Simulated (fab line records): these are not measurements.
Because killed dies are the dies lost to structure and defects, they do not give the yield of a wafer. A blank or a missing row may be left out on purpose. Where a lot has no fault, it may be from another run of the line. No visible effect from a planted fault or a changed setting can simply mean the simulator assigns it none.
fab line records    flow sky130
record lots=6  wafers=18  last-day=49
route steps=708 shown VT_ADJUST_HVTP@93 VT_ADJUST_LVTN@97 PAD_OPEN@708
lots untouched by any fault: they come from a run of this same line in which no faults occurred
start-h: start of the lot's first displayed wafer, in hours after the record's first day    wait-h: how many hours have passed since the lot's step before this one    " repeats the value in the row above    L1.1+2: a single row standing in for several wafers    - no value, or no start given    * or withheld: withheld    < > ~ a bound
route shown NAME@n: NAME is a module with steps in the file, n the number in the route of the first one    usual: average and standard deviation across the fault-free wafers    same: alike in all rows    chamber/n: place in a boat    sites: per-site readings    _std_site: how widely they spread, as a standard deviation    _edge_site: the outer-site mean with the inner-site mean subtracted    radius-mm: how far each site lies from the wafer's centre    mask NAME#n: copy n    behind: tool/chamber where the wafer was last shaped    hold: the reason the lot was held/the length of the hold in hours/how it ended    device: which transistor (n, p or np) failed to switch    end of line: tests run on the same wafers once the route is complete    a step given without rows: its recipe and nothing more    killed: at the first sort, the dies lost to defects and structure; wafer yield is something else    map: a wafer's dies, x killed, . not, _ none there
set.NAME: setting as actually run; set.NAME@STEP: the setting as run at that earlier step    model.NAME: the simulator's own value behind a step, which no gauge read
lots seen at some steps along the route; tables by step, rows by wafer
services: when a tool's chamber went out of use (start-h, in hours from the record's first day, below 0 if earlier), for how many hours, and the reason
## steps
# step SKY_VT_ADJUST_HVTP_OVL_MEAS_08
# usual VT_ADJUST_HVTP_OVL=-1.2/1.4
lot.wafer  tool        chamber  start-h  wait-h  VT_ADJUST_HVTP_OVL[nm]
L904.2     overlay-02  -        140.01   0.1     -1.9
L904.3     "           -        "        "       -1.5
L904.4     "           -        "        "       -3.3
L905.2     overlay-01  -        147.38   0.1     -0.1
L905.3     "           -        "        "       1.3
L905.6     "           -        "        "       1.5
L918.1     overlay-02  -        234.92   0.1     -1.6
L918.2     "           -        "        "       -1.2
L918.6     "           -        "        "       0.2
L920.4     overlay-01  -        249.27   0.1     -0.2
L920.5     "           -        "        "       0.5
L920.6     "           -        "        "       0.9
L922.3     overlay-02  -        254.84   0.1     -2.0
L922.5     "           -        "        "       -3.3
L922.6     "           -        "        "       -1.2
L921.1     overlay-02  -        255.79   0.1     0.2
L921.3     "           -        "        "       -0.1
L921.5     "           -        "        "       -0.7
# step SKY_VT_ADJUST_HVTP_IMPLANT_09
# recipe species=As  energy-kev=150  dose-cm2=4.3e+12  tilt-deg=withheld
# step SKY_VT_ADJUST_HVTP_STRIP_10
# recipe chemistry=O2/N2  power-w=1400  pressure-mtorr=1500  platen-temp-c=withheld  o2-flow-sccm=3000  n2-flow-sccm=300  overash-fraction=0.5
# usual chamber-pressure-mTorr=1499.9/1.4  drypump-motor-current-A=6.0/0.31  o2-flow-sccm=3001/8.8  oes-product-au=0.716/0.0047  strip-time-to-endpoint-s=14.18/0.043
lot.wafer  tool             chamber  start-h  wait-h  chamber-pressure-mTorr  drypump-motor-current-A  o2-flow-sccm  oes-product-au  rf-hours-counter-h  strip-time-to-endpoint-s
L904.2     plasma-asher-01  1        140.19   0.1     1501.2                  6.3                      3005          0.703           34                  14.25
L904.3     "                1        "        "       1500.5                  6.3                      3001          0.718           -                   14.26
L904.4     "                0        "        "       1501.4                  6.5                      3001          0.713           -                   14.26
L905.2     plasma-asher-03  0        147.56   0.1     1497.0                  5.9                      2993          0.714           46                  14.16
L905.3     "                1        "        "       1501.9                  6.2                      2988          0.707           -                   14.19
L905.6     "                0        "        "       1501.4                  5.9                      3004          0.720           -                   14.14
L918.1     plasma-asher-04  0        235.11   0.1     1501.0                  6.0                      2993          0.708           53                  14.18
L918.2     "                1        "        "       1501.3                  5.6                      2976          0.710           53                  14.21
L918.6     "                0        "        "       1498.5                  6.0                      2992          0.715           -                   14.20
L920.4     plasma-asher-04  1        249.47   0.1     1497.7                  5.6                      3001          0.712           -                   14.14
L920.5     "                1        "        "       1499.9                  5.6                      3009          0.713           -                   14.18
L920.6     "                0        "        "       1496.4                  6.0                      3000          0.717           -                   14.14
L922.3     plasma-asher-01  0        255.04   0.1     1499.7                  6.4                      2991          0.712           -                   14.21
L922.5     "                1        "        "       1502.2                  6.3                      2987          0.727           -                   14.15
L922.6     "                0        "        "       1500.0                  6.4                      2986          0.710           -                   14.16
L921.1     plasma-asher-04  1        255.98   0.1     1501.0                  5.6                      3000          0.724           55                  14.17
L921.3     "                0        "        "       1500.0                  5.9                      3004          0.715           -                   14.14
L921.5     "                0        "        "       1500.4                  5.9                      3020          0.710           -                   14.17
# step SKY_VT_ADJUST_HVTP_TW_MEAS_11
# usual VT_ADJUST_HVTP_TW=1358/9.1
lot.wafer  tool           chamber  start-h  wait-h  VT_ADJUST_HVTP_TW
L904.2     film-metro-02  -        140.30   0.1     1349
L904.3     "              -        "        "       1354
L904.4     "              -        "        "       1348
L905.2     film-metro-04  -        147.67   0.1     1368
L905.3     "              -        "        "       1370
L905.6     "              -        "        "       1364
L918.1     film-metro-01  -        235.21   0.1     1367
L918.2     "              -        "        "       1364
L918.6     "              -        "        "       1364
L920.4     film-metro-04  -        249.57   0.1     1359
L920.5     "              -        "        "       1370
L920.6     "              -        "        "       1371
L922.3     film-metro-04  -        255.13   0.1     1367
L922.5     "              -        "        "       1364
L922.6     "              -        "        "       1367
L921.1     film-metro-01  -        256.08   0.1     1358
L921.3     "              -        "        "       1365
L921.5     "              -        "        "       1370
# step SKY_VT_ADJUST_LVTN_DEHYDRATE_00
# recipe temp-c=200  time-s=60
# step SKY_VT_ADJUST_LVTN_HMDS_01
# recipe prime-time-s=60  prime-temp-c=120
# step SKY_VT_ADJUST_LVTN_COAT_02
# recipe spin-rpm=2000  resist-thk-nm=3000
# step SKY_VT_ADJUST_LVTN_SOFTBAKE_03
# recipe temp-c=108.8  time-s=withheld
# step SKY_VT_ADJUST_LVTN_EXPOSE_04
# recipe mask-id=NWM_COMPLEMENT_LESS_NATIVE  na=0.6  source-shape=conventional  sigma-outer=0.6  polarization=unpolarized  target-cd-nm=840  dose-mj=194
# step SKY_VT_ADJUST_LVTN_PEB_05
# recipe temp-c=115  time-s=withheld
# step SKY_VT_ADJUST_LVTN_DEVELOP_06
# recipe wall-angle-deg=90  developer=TMAH  develop-time-s=60  dev-temp-c=23
# step SKY_VT_ADJUST_LVTN_OVL_MEAS_07
# usual VT_ADJUST_LVTN_OVL=-0.6/1.5
lot.wafer  tool        chamber  start-h  wait-h  VT_ADJUST_LVTN_OVL[nm]
L904.2     overlay-02  -        159.04   -       -0.1
L904.3     "           -        "        "       -1.8
L904.4     "           -        "        "       -1.4
L905.2     overlay-02  -        167.56   -       -1.7
L905.3     "           -        "        "       -2.7
L905.6     "           -        "        "       -0.9
L918.1     overlay-02  -        258.54   -       -0.4
L918.2     "           -        "        "       -0.5
L918.6     "           -        "        "       0.1
L920.4     overlay-01  -        273.47   -       -0.5
L920.5     "           -        "        "       -1.2
L920.6     "           -        "        "       -1.7
L922.3     overlay-02  -        278.87   -       -2.4
L922.5     "           -        "        "       -2.6
L922.6     "           -        "        "       -2.6
L921.1     overlay-02  -        280.03   -       0.0
L921.3     "           -        "        "       -0.5
L921.5     "           -        "        "       -1.2
# step SKY_VT_ADJUST_LVTN_IMPLANT_08
# recipe species=B  energy-kev=30  dose-cm2=1.57e+12  tilt-deg=withheld
lot.wafer   tool          chamber  start-h  wait-h
L904.2+3+4  implanter-01  0        159.10   0.0
L905.2+3+6  implanter-03  0        167.62   0.0
L918.1+2+6  implanter-03  0        258.57   0.0
L920.4+5+6  implanter-03  0        273.57   0.1
L922.3+5+6  implanter-02  0        278.94   0.1
L921.1+3+5  implanter-02  0        280.07   0.0
# step SKY_VT_ADJUST_LVTN_STRIP_09
# recipe chemistry=O2/N2  power-w=1400  pressure-mtorr=1500  platen-temp-c=withheld  o2-flow-sccm=3000  n2-flow-sccm=300  overash-fraction=0.5
# usual chamber-pressure-mTorr=1499.9/1.3  drypump-motor-current-A=5.7/0.53  o2-flow-sccm=3001/8.8  oes-product-au=0.723/0.0042  strip-time-to-endpoint-s=37.01/0.1
lot.wafer  tool             chamber  start-h  wait-h  chamber-pressure-mTorr  drypump-motor-current-A  o2-flow-sccm  oes-product-au  rf-hours-counter-h  strip-time-to-endpoint-s
L904.2     plasma-asher-02  1        159.22   0.1     1502.0                  4.9                      2999          0.733           4                   37.08
L904.3     "                0        "        "       1500.6                  5.5                      3002          0.728           -                   37.01
L904.4     "                1        "        "       1500.6                  4.8                      3005          0.729           -                   37.05
L905.2     plasma-asher-01  1        167.74   0.1     1500.7                  6.3                      3008          0.725           36                  36.92
L905.3     "                0        "        "       1499.4                  6.4                      3000          0.724           -                   37.02
L905.6     "                1        "        "       1499.9                  6.3                      3004          0.725           -                   36.96
L918.1     plasma-asher-03  0        258.72   0.1     1498.8                  5.9                      3003          0.720           58                  37.16
L918.2     "                1        "        "       1498.7                  6.2                      3011          0.727           58                  37.11
L918.6     "                1        "        "       1497.1                  6.2                      3006          0.717           -                   37.11
L920.4     plasma-asher-03  0        273.67   0.1     1499.6                  5.9                      3005          0.722           -                   36.68
L920.5     "                1        "        "       1501.4                  6.2                      3016          0.719           -                   36.85
L920.6     "                0        "        "       1500.3                  5.9                      2999          0.726           -                   36.84
L922.3     plasma-asher-02  0        279.07   0.1     1499.0                  5.5                      3000          0.728           -                   37.07
L922.5     "                1        "        "       1499.9                  4.9                      3018          0.727           -                   37.05
L922.6     "                0        "        "       1499.3                  5.5                      3007          0.726           -                   37.14
L921.1     plasma-asher-02  0        280.22   0.1     1499.3                  5.5                      3006          0.714           15                  37.11
L921.3     "                1        "        "       1500.9                  4.9                      3008          0.726           -                   37.13
L921.5     "                1        "        "       1500.2                  4.9                      3013          0.727           -                   37.18
# step SKY_VT_ADJUST_LVTN_TW_MEAS_10
# usual VT_ADJUST_LVTN_TW=241.6/1.8
lot.wafer  tool           chamber  start-h  wait-h  hold                      VT_ADJUST_LVTN_TW
L904.2     film-metro-02  -        159.33   0.1     -                         241.6
L904.3     "              -        "        "       -                         240.4
L904.4     "              -        "        "       -                         241.2
L905.2     film-metro-01  -        167.85   0.1     -                         243.8
L905.3     "              -        "        "       -                         242.1
L905.6     "              -        "        "       -                         242.9
L918.1     film-metro-02  -        258.82   0.1     await-dispo/0.2h/release  230.5
L918.2     "              -        "        "       await-dispo/0.2h/release  242.0
L918.6     "              -        "        "       await-dispo/0.2h/release  240.8
L918.1     film-metro-02  -        259.05   0.2     -                         230.6
L918.2     "              -        "        "       -                         240.7
L918.6     "              -        "        "       -                         241.5
L920.4     film-metro-02  -        273.77   0.1     await-dispo/0.2h/release  241.0
L920.5     "              -        "        "       await-dispo/0.2h/release  229.8
L920.6     "              -        "        "       await-dispo/0.2h/release  240.5
L920.4     film-metro-02  -        274.00   0.2     -                         240.8
L920.5     "              -        "        "       -                         230.4
L920.6     "              -        "        "       -                         240.2
L922.3     film-metro-02  -        279.16   0.1     -                         241.0
L922.5     "              -        "        "       -                         240.7
L922.6     "              -        "        "       -                         241.4
L921.1     film-metro-01  -        280.32   0.1     -                         245.0
L921.3     "              -        "        "       -                         244.0
L921.5     "              -        "        "       -                         244.8
# step SKY_PAD_OPEN_PROBE_99
# usual killed_at_M0_to_M3=44/7.8  killed_at_M4_up=2.9/1.7  killed-at-contacts=24/5.4  killed-at-front-end=15/4.5  killed-at-other=0.3/0.55  killed-dies=87/10  killed-open=48/7.4  killed-short=39/5.9
# same gross-dies=492  killed-at-back-side=0
lot.wafer  tool       chamber  start-h  wait-h  killed_at_M0_to_M3  killed_at_M4_up  killed-at-contacts  killed-at-front-end  killed-at-other  killed-dies  killed-open  killed-short  model.etest.nfet_01v8.drive-ua-um-range  model.etest.nfet_01v8_lvt.vt-sat-v  model.etest.nfet_01v8_lvt.body-rise-v
L904.2     prober-01  -        1091.35  0.1     33                  3                22                  22                   0                80           46           34            12.39                                    0.5299                              0.1422
L904.3     prober-01  -        1091.40  0.2     30                  1                16                  12                   0                59           31           28            8.452                                    0.5352                              0.1457
L904.4     prober-01  -        1091.45  0.2     41                  6                14                  17                   0                78           48           30            10.79                                    0.5408                              0.1433
L905.2     prober-02  -        1100.56  0.1     56                  4                27                  14                   0                101          55           46            9.87                                     0.5362                              0.1442
L905.3     prober-02  -        1100.61  0.2     55                  4                18                  17                   1                95           50           45            9.578                                    0.5414                              0.1436
L905.6     prober-02  -        1100.76  0.2     60                  2                17                  14                   0                93           48           45            10.73                                    0.5416                              0.1453
L918.1     prober-01  -        1172.76  0.1     47                  3                19                  15                   0                84           40           44            17.62                                    0.5051                              0.1392
L918.2     prober-01  -        1172.81  0.1     45                  2                25                  19                   1                92           52           40            8.93                                     0.5322                              0.1449
L918.6     prober-01  -        1173.01  0.2     52                  3                24                  20                   0                99           50           49            11.58                                    0.5396                              0.1438
L920.4     prober-02  -        1184.77  0.2     42                  1                21                  12                   0                76           46           30            9.178                                    0.5351                              0.1499
L920.5     prober-02  -        1184.82  0.2     48                  2                22                  18                   0                90           40           50            16.21                                    0.5203                              0.1416
L920.6     prober-02  -        1184.87  0.2     62                  4                20                  6                    0                92           47           45            12.32                                    0.5572                              0.147
L922.3     prober-02  -        1186.22  0.2     39                  1                24                  19                   0                83           40           43            8.605                                    0.53                                0.1416
L922.5     prober-02  -        1186.32  0.2     42                  4                22                  21                   1                90           56           34            6.448                                    0.5365                              0.1434
L922.6     prober-02  -        1186.37  0.2     42                  3                24                  23                   0                92           52           40            10.93                                    0.5363                              0.1462
L921.1     prober-01  -        1186.92  0.1     44                  1                35                  17                   0                97           51           46            9.931                                    0.5352                              0.14
L921.3     prober-01  -        1187.02  0.2     44                  2                29                  7                    0                82           46           36            9.041                                    0.5299                              0.1404
L921.5     prober-01  -        1187.12  0.2     32                  2                30                  9                    0                73           36           37            5.162                                    0.5301                              0.1432
# killed by level:class
L904.2 CONTACT:geometric-particle:open=11 LI_CONTACT:geometric-particle:open=7 METAL1:geometric-particle:short=6 VIA2:geometric-particle:open=6 FIELD_ISO:geometric-particle:short=5 FIELD_ISO:geometric-particle:open=4 POLY_GATE:geometric-particle:short=4 POLY_GATE:geometric-particle:open=4
L904.3 CONTACT:geometric-particle:open=7 VIA1:geometric-particle:short=7 VIA3:geometric-particle:open=6 LI_CONTACT:geometric-particle:open=5 VIA1:geometric-particle:open=5 POLY_GATE:geometric-particle:short=4 POLY_GATE:geometric-particle:open=4 LOCAL_INTERCONNECT:geometric-particle:short=3
L904.4 VIA2:geometric-particle:open=9 VIA1:geometric-particle:open=8 VIA3:geometric-particle:open=8 CONTACT:geometric-particle:open=7 FIELD_ISO:geometric-particle:open=5 POLY_GATE:geometric-particle:short=5 METAL4:geometric-particle:short=4 POLY_GATE:geometric-particle:open=3
L905.2 VIA1:geometric-particle:open=14 LI_CONTACT:geometric-particle:open=13 VIA2:geometric-particle:open=9 VIA1:geometric-particle:short=7 CONTACT:geometric-particle:open=6 CONTACT:geometric-particle:short=6 METAL1:geometric-particle:short=6 METAL2:geometric-particle:short=5
L905.3 VIA1:geometric-particle:open=14 METAL1:geometric-particle:short=8 VIA3:geometric-particle:open=7 CONTACT:geometric-particle:open=7 LI_CONTACT:geometric-particle:open=5 VIA3:geometric-particle:short=5 FIELD_ISO:geometric-particle:short=4 VIA2:geometric-particle:short=4
L905.6 VIA1:geometric-particle:open=15 VIA3:geometric-particle:open=10 METAL2:geometric-particle:short=9 VIA1:geometric-particle:short=7 FIELD_ISO:geometric-particle:short=5 VIA2:geometric-particle:open=5 LOCAL_INTERCONNECT:geometric-particle:short=4 CONTACT:geometric-particle:open=4
L918.1 POLY_GATE:geometric-particle:short=7 METAL1:geometric-particle:short=7 VIA2:geometric-particle:open=7 LI_CONTACT:geometric-particle:open=6 CONTACT:geometric-particle:open=6 VIA3:geometric-particle:open=5 METAL2:geometric-particle:short=4 METAL3:geometric-particle:open=4
L918.2 VIA1:geometric-particle:open=16 CONTACT:geometric-particle:open=9 LI_CONTACT:geometric-particle:open=8 METAL2:geometric-particle:short=8 FIELD_ISO:geometric-particle:open=6 POLY_GATE:geometric-particle:short=6 VIA1:geometric-particle:short=5 CONTACT:geometric-particle:short=4
L918.6 VIA1:geometric-particle:open=10 POLY_GATE:geometric-particle:short=8 CONTACT:geometric-particle:open=8 METAL1:geometric-particle:short=8 CONTACT:geometric-particle:short=6 METAL2:geometric-particle:short=6 VIA2:geometric-particle:open=6 VIA2:geometric-particle:short=6
L920.4 VIA3:geometric-particle:open=11 CONTACT:geometric-particle:open=8 VIA1:geometric-particle:open=8 LI_CONTACT:geometric-particle:open=7 VIA2:geometric-particle:short=6 POLY_GATE:geometric-particle:short=5 VIA1:geometric-particle:short=5 CONTACT:geometric-particle:short=5
L920.5 METAL2:geometric-particle:short=9 VIA1:geometric-particle:open=8 METAL1:geometric-particle:short=8 LOCAL_INTERCONNECT:geometric-particle:short=8 CONTACT:geometric-particle:open=7 LI_CONTACT:geometric-particle:open=5 VIA2:geometric-particle:open=5 FIELD_ISO:geometric-particle:short=4
L920.6 VIA1:geometric-particle:open=16 METAL2:geometric-particle:short=10 VIA3:geometric-particle:open=7 CONTACT:geometric-particle:open=7 VIA1:geometric-particle:short=6 VIA2:geometric-particle:open=5 LOCAL_INTERCONNECT:geometric-particle:short=5 METAL1:geometric-particle:short=5
L922.3 LI_CONTACT:geometric-particle:open=8 VIA1:geometric-particle:open=7 METAL2:geometric-particle:short=7 LOCAL_INTERCONNECT:geometric-particle:short=6 CONTACT:geometric-particle:open=5 METAL1:geometric-particle:short=5 VIA2:geometric-particle:open=5 METAL3:geometric-particle:short=4
L922.5 VIA1:geometric-particle:open=11 LI_CONTACT:geometric-particle:open=10 CONTACT:geometric-particle:open=9 VIA2:geometric-particle:open=9 VIA3:geometric-particle:open=6 FIELD_ISO:geometric-particle:short=5 POLY_GATE:geometric-particle:short=4 METAL1:geometric-particle:short=4
L922.6 VIA1:geometric-particle:open=11 LI_CONTACT:geometric-particle:open=8 CONTACT:geometric-particle:open=7 METAL2:geometric-particle:short=7 POLY_GATE:geometric-particle:short=6 CONTACT:geometric-particle:short=5 VIA1:geometric-particle:short=5 METAL3:geometric-particle:short=5
L921.1 CONTACT:geometric-particle:open=15 LI_CONTACT:geometric-particle:open=9 VIA1:geometric-particle:short=9 VIA1:geometric-particle:open=8 CONTACT:geometric-particle:short=7 VIA3:geometric-particle:open=7 FIELD_ISO:geometric-particle:short=5 METAL2:geometric-particle:short=5
L921.3 LI_CONTACT:geometric-particle:open=12 METAL2:geometric-particle:short=9 CONTACT:geometric-particle:open=9 VIA1:geometric-particle:open=8 VIA1:geometric-particle:short=6 METAL1:geometric-particle:short=5 LI_CONTACT:geometric-particle:short=4 METAL1:geometric-particle:open=4
L921.5 CONTACT:geometric-particle:short=9 VIA1:geometric-particle:open=9 LI_CONTACT:geometric-particle:open=7 CONTACT:geometric-particle:open=6 METAL2:geometric-particle:short=6 LOCAL_INTERCONNECT:geometric-particle:short=5 VIA3:geometric-particle:open=4 FIELD_ISO:geometric-particle:short=3
## services
tool             chamber  start-h  hours  kind
plasma-asher-04  -        116.60   0.6    repair
plasma-asher-02  0        117.75   -      clean
plasma-asher-02  1        117.75   -      clean
implanter-02     -        132.58   2.0    repair
implanter-03     -        133.56   0.8    repair
implanter-03     -        135.78   0.5    repair
implanter-01     -        151.69   5.0    repair
plasma-asher-04  -        177.25   2.8    pm
plasma-asher-01  -        189.42   2.8    pm
implanter-02     -        195.54   1.0    repair
implanter-01     -        219.74   3.2    repair
plasma-asher-01  -        250.40   1.2    repair
plasma-asher-04  -        263.60   0.6    repair
## key
first-sign step=SKY_VT_ADJUST_LVTN_TW_MEAS_10  reading=visit  direction=added
effect step=SKY_VT_ADJUST_LVTN_TW_MEAS_10  reading=VT_ADJUST_LVTN_TW  direction=down  sigmas=6.5  usual=241.6  struck=230.2
model-effect step=SKY_PAD_OPEN_PROBE_99  value=etest.nfet_01v8.drive-ua-um-range  without=9.787  struck=16.91
met-at SKY_VT_ADJUST_LVTN_IMPLANT_08
struck-wafers L918.1,L920.5
tester-left-out L918,L920
onset-between 167.62 258.57
fault kind=process-parameter-drift  tool=implanter-03  chamber=-  onset-h=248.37  steps=SKY_VT_ADJUST_LVTN_IMPLANT_08  channel=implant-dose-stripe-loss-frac  offset=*  shape=step  end-h=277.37  scope=struck-wafers-only
# tester-left-out: of these lots the tester's yield and bins aren't shown, on N5 and GAA mostly nor the transistor test; their killed dies are dies lost to structure and defects alone, not to doping, threshold or leakage, so they don't give the yield
